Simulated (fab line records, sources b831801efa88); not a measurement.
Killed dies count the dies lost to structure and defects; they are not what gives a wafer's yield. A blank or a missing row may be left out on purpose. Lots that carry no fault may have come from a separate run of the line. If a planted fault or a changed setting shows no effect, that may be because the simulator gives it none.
The tool behind it: which one?    flow sky130    36 wafers from 12 lots sampled at 3 of the route's 708 steps

WHAT THE GAUGES SHOWED, per wafer
SKY_LI_CONTACT_CD_MEAS_12 targets a cd of 170 nm. Usual: 170.2 nm for cd nm, sd 1.5.
lot   measured      on         cd nm (nm)         flag
L336  day 29 00:02  cd sem-02  170.1 169.3 169.7  
L337  day 29 03:05  cd sem-02  169.6 168.3 168.2  
L341  day 30 13:18  cd sem-02  171.0 169.1 170.2  
L342  day 31 02:24  cd sem-02  169.4 169.5 169.4  
L344  day 31 12:56  cd sem-02  170.6 171.9 171.0  
L352  day 34 21:56  cd sem-02  169.8 170.0 169.6  
L354  day 35 15:11  cd sem-01  168.6 170.6 170.1  
L355  day 35 16:41  cd sem-02  169.6 170.3 170.8  
L356  day 35 22:58  cd sem-02  170.2 171.3 170.2  
L357  day 35 23:41  cd sem-01  170.2 170.9 170.6  
L358  day 36 10:11  cd sem-01  168.5 169.2 169.3  
L359  day 36 16:12  cd sem-01  171.4 173.3 171.9  

EACH LOT AND THE TOOL THAT RAN IT (in order: tool; ch and the chambers of the sampled wafers; start)
lot   SKY_POLY_CUT_ETCH_11                SKY_LI_CONTACT_CMP_02
L336  rie diel-01 ch 0,1,3, day 24 01:35  cmp-02 ch 0,3, day 27 19:56
L337  rie diel-04 ch 0,3, day 24 02:50    cmp-02 ch 0,1,2, day 27 22:28
L341  rie diel-04 ch 1,2,3, day 25 17:45  cmp-02 ch 1,2, day 29 09:10
L342  rie diel-04 ch 0,2,3, day 26 07:37  cmp-01 ch 0,1,3, day 29 22:16
L344  rie diel-04 ch 1,2,3, day 26 17:32  cmp-01 ch 0,2, day 30 09:06
L352  rie diel-04 ch 1,2, day 30 07:02    cmp-01 ch 0,1,2, day 33 18:04
L354  rie diel-04 ch 0,1,3, day 31 01:07  cmp-01 ch 0,1,2, day 34 12:02
L355  rie diel-02 ch 0,3, day 31 01:41    cmp-01 ch 2,3, day 34 13:13
L356  rie diel-02 ch 0,3, day 31 09:36    cmp-02 ch 0,1,3, day 34 20:40
L357  rie diel-04 ch 0,2,3, day 31 09:57  cmp-02 ch 0,1,2, day 34 21:20
L358  rie diel-04 ch 0,3, day 31 21:20    cmp-02 ch 0,1,2, day 35 08:16
L359  rie diel-04 ch 1,2,3, day 32 03:50  cmp-02 ch 0,1,3, day 35 14:20
- SKY_POLY_CUT_ETCH_11: etches Si3N4 in CF4/CH2F2/Ar, stops on poly-Si, time 42.5 s, target depth 60 nm.
- SKY_LI_CONTACT_CMP_02: polishes PSG.

AS READ BY THE TOOLS THEMSELVES (means over the sampled wafers that have a number; for cases with no such wafer, the mark the record gives instead)
SKY_POLY_CUT_ETCH_11. Usual: cf4 flow sccm 40.00 sccm, standard deviation 0.13; drypump motor current A 5.8 A, standard deviation 0.53; oes product au 0.830 a.u., standard deviation 0.0056; throttle valve pct 14.994 %, standard deviation 0.0089.
lot   tool         cf4 flow sccm (sccm)  drypump motor current A (A)  oes product au (a.u.)  throttle valve pct (%)  flag
L336  rie diel-01  40.02                 6.3                          0.831                  14.991                  
L337  rie diel-04  39.96                 5.3                          0.831                  14.996                  
L341  rie diel-04  39.87                 5.4                          0.827                  14.996                  
L342  rie diel-04  40.02                 5.5                          0.835                  14.987                  
L344  rie diel-04  39.96                 5.4                          0.834                  14.990                  
L352  rie diel-04  39.89                 5.6                          0.823                  14.995                  
L354  rie diel-04  39.95                 5.5                          0.827                  14.995                  
L355  rie diel-02  40.06                 5.2                          0.840                  14.992                  
L356  rie diel-02  39.94                 5.2                          0.830                  15.005                  
L357  rie diel-04  39.95                 5.5                          0.830                  14.991                  
L358  rie diel-04  39.98                 5.3                          0.832                  14.988                  
L359  rie diel-04  40.00                 5.4                          0.827                  14.995                  

SKY_LI_CONTACT_CMP_02. Usual: motor current A 12.9 A, standard deviation 1.1; time to endpoint s 31 s, standard deviation 3.1.
lot   tool    motor current A (A)  time to endpoint s (s)  flag
L336  cmp-02  13.4                 26                      
L337  cmp-02  12.8                 29                      
L341  cmp-02  12.0                 33                      
L342  cmp-01  13.4                 30                      
L344  cmp-01  13.8                 31                      
L352  cmp-01  13.4                 31                      
L354  cmp-01  13.7                 32                      
L355  cmp-01  12.2                 33                      
L356  cmp-02  12.7                 31                      
L357  cmp-02  13.0                 32                      
L358  cmp-02  13.2                 33                      
L359  cmp-02  12.8                 30                      

THE ANSWER, worked out from the rows above alone
Rule: lot off if the mean of its wafers having a number is beyond 3 standard deviations from the usual mean. Also off: a lot with no number at a reading for which 4 or more lots have one. Any other lot the step has rows for is counted as sound. The gauges are gone through in route order, then the tools' own readings, and for those a lot's mean is taken as printed above. At the first step where some lot is off, the reading lying furthest off is the one used; lots without a number count as furthest.
No lot is off on any of the readings shown, so nothing can be concluded from this.

WHAT THE SIMULATOR HAD INSERTED
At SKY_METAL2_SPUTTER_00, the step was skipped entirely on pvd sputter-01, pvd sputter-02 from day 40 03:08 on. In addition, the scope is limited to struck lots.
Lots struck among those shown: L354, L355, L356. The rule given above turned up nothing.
